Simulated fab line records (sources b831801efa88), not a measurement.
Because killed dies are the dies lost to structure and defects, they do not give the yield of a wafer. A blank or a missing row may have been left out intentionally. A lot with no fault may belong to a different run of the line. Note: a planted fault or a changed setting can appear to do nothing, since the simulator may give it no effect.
fab line records	flow gf180mcu
record: lots: 12	wafers: 36	last_day: 34
route steps=602 shown PSD@261 SAB@264 CONTACT@291
lots that met no fault: taken from a fault-free run of the same line
start_h: start of the lot's first displayed wafer, in hours after the record's first day	wait_h: hours elapsed since this lot's preceding step	" unchanged from the row above	L1.1+2: one row covering several wafers at once	- no value present, or no start provided	* or withheld: withheld	< > ~ a bound
route shown NAME@n: names a module that has steps shown in the file, with the first one's number in the route	usual: average and standard deviation across the fault-free wafers	same: alike in all rows	chamber/n: place in a boat	sites: per-site readings	_std_site: how widely they spread, as a standard deviation	_edge_site: inner sites' mean taken away from outer sites' mean	radius_mm: for every site, how far away it sits from the centre of the wafer	mask NAME#n: copy n	behind: the most recent tool/chamber to have shaped the wafer	hold: why the lot was held/for how many hours/how that ended	device: transistor that didn't switch, given as n, p or np	end of line: the tests these same wafers got at the end of their route	a step given without rows: its recipe and nothing more	killed: at the first sort, the dies lost to defects and structure; wafer yield is something else	map: a wafer's dies, marking killed ones x, the rest . and places with no die _
set.NAME: the setting that was run; set.NAME@STEP: the one run at that earlier step	model.NAME: the simulator's own value behind a step, which no gauge read
route steps across a sampled set of lots; one table per step, one row per wafer
services: the hour from which a tool's chamber was out of use, counted from the record's first day as start_h (under 0 if before that day), plus the number of hours and why
== steps ==
step: GF_PSD_RTA_13
recipe: temp_c: 1025	time_s: 20	ambient: N2
usual: lamp_power_pct: 33.4/0.97	wafer_temp_C_max: 1030.8/3
same: time_s: 20
lot.wafer	tool	chamber	start_h	wait_h	lamp_power_pct	wafer_temp_C_max
L503.1	rtp_anneal-02	0	312.71	0.0	32.4	1027.8
L503.5	"	0	"	"	32.5	1027.7
L503.6	"	0	"	"	32.5	1028.4
L509.3	rtp_anneal-01	0	368.18	0.0	34.4	1033.8
L509.4	"	0	"	"	34.4	1035.0
L509.6	"	0	"	"	34.4	1034.7
L515.1	rtp_anneal-02	0	426.05	0.0	32.4	1028.4
L515.5	"	0	"	"	32.5	1028.4
L515.6	"	0	"	"	32.4	1028.7
L517.2	rtp_anneal-01	0	441.66	0.0	34.4	1030.4
L517.4	"	0	"	"	34.4	1033.4
L517.5	"	0	"	"	34.4	1034.0
L518.1	rtp_anneal-01	0	448.26	0.0	34.4	1032.3
L518.3	"	0	"	"	34.4	1033.6
L518.5	"	0	"	"	34.4	1032.9
L519.3	rtp_anneal-01	0	453.42	0.0	34.4	1032.0
L519.5	"	0	"	"	34.4	1035.5
L519.6	"	0	"	"	34.4	1031.5
L520.3	rtp_anneal-02	0	466.57	0.0	32.4	1027.8
L520.5	"	0	"	"	32.5	1027.9
L520.6	"	0	"	"	32.4	1027.8
L521.1	rtp_anneal-01	0	474.36	0.0	34.4	1030.8
L521.2	"	0	"	"	34.4	1034.3
L521.4	"	0	"	"	34.4	1032.9
L522.1	rtp_anneal-02	0	480.70	0.0	32.4	1026.5
L522.4	"	0	"	"	32.5	1028.3
L522.5	"	0	"	"	32.5	1029.4
L523.1	rtp_anneal-01	0	486.22	0.0	34.4	1033.4
L523.2	"	0	"	"	34.4	1033.1
L523.6	"	0	"	"	34.4	1033.0
L524.1	rtp_anneal-02	0	498.06	0.0	32.5	1027.1
L524.3	"	0	"	"	32.4	1028.9
L524.6	"	0	"	"	32.5	1027.7
L526.1	rtp_anneal-01	0	513.06	0.0	34.4	1035.6
L526.3	"	0	"	"	34.4	1033.2
L526.5	"	0	"	"	34.4	1035.7
step: GF_SAB_CVD_00
recipe: material: SiO2	target_thk_nm: 50	precursor: TEOS	temp_c: 400	time_s: 4.9302	rf_w: 600
usual: heater_power_w: 696/110
lot.wafer	tool	chamber	start_h	wait_h	heater_power_w
L503.1	pecvd-04	2	313.04	0.1	753
L503.5	"	0	"	"	582
L503.6	"	2	"	"	756
L509.3	pecvd-04	1	368.47	0.1	619
L509.4	"	0	"	"	612
L509.6	"	1	"	"	626
L515.1	pecvd-03	0	426.38	0.1	719
L515.5	"	2	"	"	716
L515.6	"	0	"	"	723
L517.2	pecvd-04	2	441.97	0.1	703
L517.4	"	2	"	"	703
L517.5	"	0	"	"	605
L518.1	pecvd-02	1	448.58	0.1	597
L518.3	"	0	"	"	984
L518.5	"	1	"	"	628
L519.3	pecvd-04	0	453.75	0.1	565
L519.5	"	1	"	"	582
L519.6	"	0	"	"	564
L520.3	pecvd-04	1	466.87	0.1	682
L520.5	"	0	"	"	561
L520.6	"	1	"	"	685
L521.1	pecvd-02	0	474.69	0.1	761
L521.2	"	2	"	"	765
L521.4	"	2	"	"	756
L522.1	pecvd-04	2	481.02	0.1	856
L522.4	"	2	"	"	857
L522.5	"	1	"	"	677
L523.1	pecvd-04	2	486.54	0.1	796
L523.2	"	0	"	"	621
L523.6	"	1	"	"	608
L524.1	pecvd-04	0	498.39	0.1	575
L524.3	"	2	"	"	794
L524.6	"	0	"	"	584
L526.1	pecvd-04	0	513.39	0.1	579
L526.3	"	2	"	"	722
L526.5	"	1	"	"	643
step: GF_SAB_THK_MEAS_01
recipe: reads: SiO2_of_SAB_CVD_00
usual: SAB_CVD_00_THK: 49.7/0.65
lot.wafer	tool	chamber	start_h	wait_h	SAB_CVD_00_THK[nm]
L503.1	film_metro-03	-	313.06	0.0	49.1
L503.5	"	-	"	"	51.2
L503.6	"	-	"	"	49.8
L509.3	film_metro-03	-	368.51	0.0	49.0
L509.4	"	-	"	"	54.8
L509.6	"	-	"	"	49.6
L515.1	film_metro-03	-	426.39	0.0	49.0
L515.5	"	-	"	"	50.0
L515.6	"	-	"	"	49.9
L517.2	film_metro-02	-	442.00	0.0	49.8
L517.4	"	-	"	"	50.1
L517.5	"	-	"	"	50.7
L518.1	film_metro-02	-	448.60	0.0	49.9
L518.3	"	-	"	"	49.7
L518.5	"	-	"	"	50.9
L519.3	film_metro-01	-	453.79	0.0	49.9
L519.5	"	-	"	"	50.2
L519.6	"	-	"	"	50.4
L520.3	film_metro-03	-	466.91	0.0	49.4
L520.5	"	-	"	"	50.1
L520.6	"	-	"	"	49.8
L521.1	film_metro-02	-	474.71	0.0	49.9
L521.2	"	-	"	"	49.6
L521.4	"	-	"	"	50.2
L522.1	film_metro-02	-	481.04	0.0	48.9
L522.4	"	-	"	"	49.8
L522.5	"	-	"	"	49.4
L523.1	film_metro-03	-	486.56	0.0	48.7
L523.2	"	-	"	"	49.0
L523.6	"	-	"	"	49.6
L524.1	film_metro-01	-	498.41	0.0	49.6
L524.3	"	-	"	"	49.3
L524.6	"	-	"	"	50.5
L526.1	film_metro-01	-	513.41	0.0	49.0
L526.3	"	-	"	"	49.5
L526.5	"	-	"	"	49.6
step: GF_SAB_STRIP_13
recipe: chemistry: O2/N2	power_w: 1400	pressure_mtorr: 1500	platen_temp_c: 250	o2_flow_sccm: 3000	n2_flow_sccm: 300	overash_fraction: 0.5
usual: drypump_motor_current_A: 6.0/0.42	heater_power_w: 322/30	oes_product_au: 0.710/0.0045	platen_temp_c: 250.01/0.16	strip_time_to_endpoint_s: 12.61/0.038
lot.wafer	tool	chamber	start_h	wait_h	drypump_motor_current_A	heater_power_w	oes_product_au	platen_temp_c	rf_hours_counter_h	strip_time_to_endpoint_s
L503.1	plasma_asher-03	1	334.54	0.0	6.0	296	0.705	250.13	21	12.59
L503.5	"	1	"	"	6.0	297	0.705	249.97	-	12.61
L503.6	"	0	"	"	6.4	400	0.704	249.86	-	12.58
L509.3	plasma_asher-04	1	391.39	0.0	5.3	308	0.709	250.10	-	12.62
L509.4	"	0	"	"	5.0	342	0.718	249.99	-	12.62
L509.6	"	1	"	"	5.3	314	0.705	250.17	-	12.65
L515.1	plasma_asher-02	0	450.90	0.0	6.3	305	0.709	249.96	83	12.58
L515.5	"	0	"	"	6.3	300	0.710	250.28	-	12.62
L515.6	"	1	"	"	5.9	319	0.711	249.85	-	12.59
L517.2	plasma_asher-02	1	465.65	0.0	6.0	322	0.711	249.95	85	12.59
L517.4	"	1	"	"	6.0	322	0.719	249.89	-	12.54
L517.5	"	1	"	"	6.0	325	0.709	250.20	-	12.56
L518.1	plasma_asher-02	0	471.80	0.0	6.3	301	0.705	250.08	85	12.65
L518.3	"	0	"	"	6.3	300	0.712	249.80	-	12.67
L518.5	"	0	"	"	6.3	300	0.713	250.20	-	12.69
L519.3	plasma_asher-03	1	478.32	0.0	6.1	301	0.709	249.79	-	12.58
L519.5	"	1	"	"	6.1	299	0.714	250.05	-	12.62
L519.6	"	0	"	"	6.4	395	0.711	249.82	-	12.58
L520.3	plasma_asher-04	1	490.83	0.0	5.3	304	0.707	250.03	-	12.60
L520.5	"	0	"	"	5.0	343	0.707	250.03	-	12.63
L520.6	"	1	"	"	5.3	302	0.718	250.00	-	12.65
L521.1	plasma_asher-02	1	499.14	0.0	6.0	327	0.708	250.12	88	12.54
L521.2	"	0	"	"	6.3	299	0.712	249.82	88	12.60
L521.4	"	0	"	"	6.3	299	0.703	249.80	-	12.57
L522.1	plasma_asher-02	1	505.46	0.0	5.9	325	0.710	250.02	89	12.62
L522.4	"	1	"	"	6.0	330	0.703	249.88	-	12.63
L522.5	"	1	"	"	5.9	324	0.710	250.15	-	12.63
L523.1	plasma_asher-03	1	510.44	0.0	6.0	299	0.714	249.77	37	12.64
L523.2	"	0	"	"	6.4	395	0.707	250.38	37	12.64
L523.6	"	0	"	"	6.4	397	0.709	250.07	-	12.64
L524.1	plasma_asher-02	0	521.59	0.0	6.3	307	0.705	249.89	90	12.63
L524.3	"	1	"	"	6.0	327	0.717	250.11	-	12.64
L524.6	"	1	"	"	6.0	316	0.709	249.68	-	12.66
L526.1	plasma_asher-02	1	536.65	0.0	6.0	328	0.714	249.91	92	12.62
L526.3	"	1	"	"	6.0	320	0.709	249.76	-	12.61
L526.5	"	0	"	"	6.3	303	0.703	250.43	-	12.61
step: GF_CONTACT_CMP_04
recipe: material: SiO2	down_force_psi: 4	platen_rpm: 60	pad_velocity_m_s: 0.94248
usual: motor_current_A: 12.9/0.99	slurry_filter_dp_kPa: 13.49/0.13	slurry_flow_ml_min: 150.0/0.41	time_to_endpoint_s: 113/5
lot.wafer	tool	chamber	start_h	wait_h	motor_current_A	slurry_filter_dp_kPa	slurry_flow_ml_min	time_to_endpoint_s
L503.1	cmp-02	2	335.64	0.2	13.7	13.63	150.4	116
L503.5	"	3	"	"	14.4	13.44	149.7	110
L503.6	"	0	"	"	12.5	13.60	150.5	119
L509.3	cmp-01	0	392.35	0.1	11.8	13.57	150.4	113
L509.4	"	1	"	"	12.4	13.48	149.4	110
L509.6	"	3	"	"	13.9	13.61	149.9	116
L515.1	cmp-02	2	452.03	0.2	13.7	13.70	150.0	112
L515.6	"	3	"	"	14.1	13.56	150.0	115
L515.5	"	0	"	"	13.0	13.68	150.0	113
L517.4	cmp-02	0	466.66	0.1	12.7	13.53	149.7	116
L517.2	"	2	"	"	12.9	13.79	150.1	112
L517.5	"	0	"	"	12.3	13.45	149.8	108
L518.1	cmp-02	1	472.85	0.1	13.4	13.37	150.4	106
L518.3	"	2	"	"	13.7	13.44	149.8	112
L518.5	"	3	"	"	13.8	13.46	149.9	115
L519.3	cmp-01	1	479.37	0.1	12.4	13.28	150.2	113
L519.5	"	3	"	"	13.9	13.63	150.6	115
L519.6	"	0	"	"	12.1	13.54	150.0	119
L520.3	cmp-01	1	491.80	0.1	12.1	13.43	150.0	102
L520.5	"	0	"	"	12.1	13.26	150.3	117
L520.6	"	1	"	"	12.0	13.44	149.7	107
L521.2	cmp-01	2	500.08	0.0	11.9	13.57	149.7	113
L521.4	"	3	"	"	14.0	13.62	150.4	110
L521.1	"	1	"	"	12.1	13.53	149.5	105
L522.1	cmp-01	1	506.41	0.1	11.6	13.36	149.6	106
L522.4	"	0	"	"	11.9	13.28	149.7	117
L522.5	"	1	"	"	11.8	13.36	149.8	107
L523.2	cmp-01	0	511.38	0.0	12.4	13.48	149.7	109
L523.1	"	3	"	"	14.0	13.69	149.8	103
L523.6	"	1	"	"	11.8	13.56	149.6	103
L524.1	cmp-02	3	522.53	0.1	14.0	13.53	150.2	104
L524.3	"	1	"	"	12.8	13.44	149.8	115
L524.6	"	3	"	"	14.0	13.48	149.9	115
L526.1	cmp-02	2	537.65	0.1	13.5	13.53	149.7	118
L526.3	"	3	"	"	13.8	13.58	149.9	112
L526.5	"	3	"	"	14.9	13.66	149.2	116
== services ==
tool	chamber	start_h	hours	kind
cmp-02	-	304.91	2.0	repair
pecvd-04	2	317.66	15.3	repair
cmp-01	-	327.70	3.9	repair
plasma_asher-03	-	338.24	14.6	pm
pecvd-02	0	348.91	11.8	repair
pecvd-02	-	355.15	14.5	repair
plasma_asher-03	-	356.02	13.2	repair
plasma_asher-02	-	368.52	1.5	repair
pecvd-02	-	369.66	14.0	pm
cmp-01	-	380.32	1.1	repair
cmp-02	-	382.73	1.3	repair
cmp-02	-	389.38	3.0	repair
cmp-01	-	404.39	4.0	pm
cmp-02	-	405.90	0.4	repair
cmp-02	-	425.46	1.5	repair
pecvd-04	-	427.74	0.3	repair
cmp-02	-	453.17	9.1	pm
pecvd-04	-	464.00	2.8	pm
rtp_anneal-02	-	471.69	3.9	pm
cmp-02	-	492.92	0.6	repair
cmp-02	-	497.95	4.2	pm
cmp-02	-	504.20	3.6	repair
cmp-01	-	514.46	17.8	repair
cmp-01	-	533.15	3.4	repair
== key ==
first_sign: step: GF_SAB_THK_MEAS_01	reading: SAB_CVD_00_THK	direction: up	sigmas: 7.8	usual: 49.7	struck: 54.8
effect none on later readings
met_at GF_SAB_CVD_00
struck_lots L509
struck_wafers L509.4
tester_left_out L509
not_acting_at GF_PSD_RTA_13,GF_SAB_STRIP_13,GF_CONTACT_CMP_04
onset_between 313.04 368.47
fault: kind: process_parameter_drift	tool: pecvd-04	chamber: 0	onset_h: 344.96	steps: GF_SAB_CVD_00	channel: time_s	offset: *	shape: step	end_h: 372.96	acts_in: *	stated: *
tester_left_out: of these lots the tester's yield and bins aren't shown, on N5 and GAA mostly nor the transistor test; their killed dies are dies lost to structure and defects alone, not to doping, threshold or leakage, so they don't give the yield
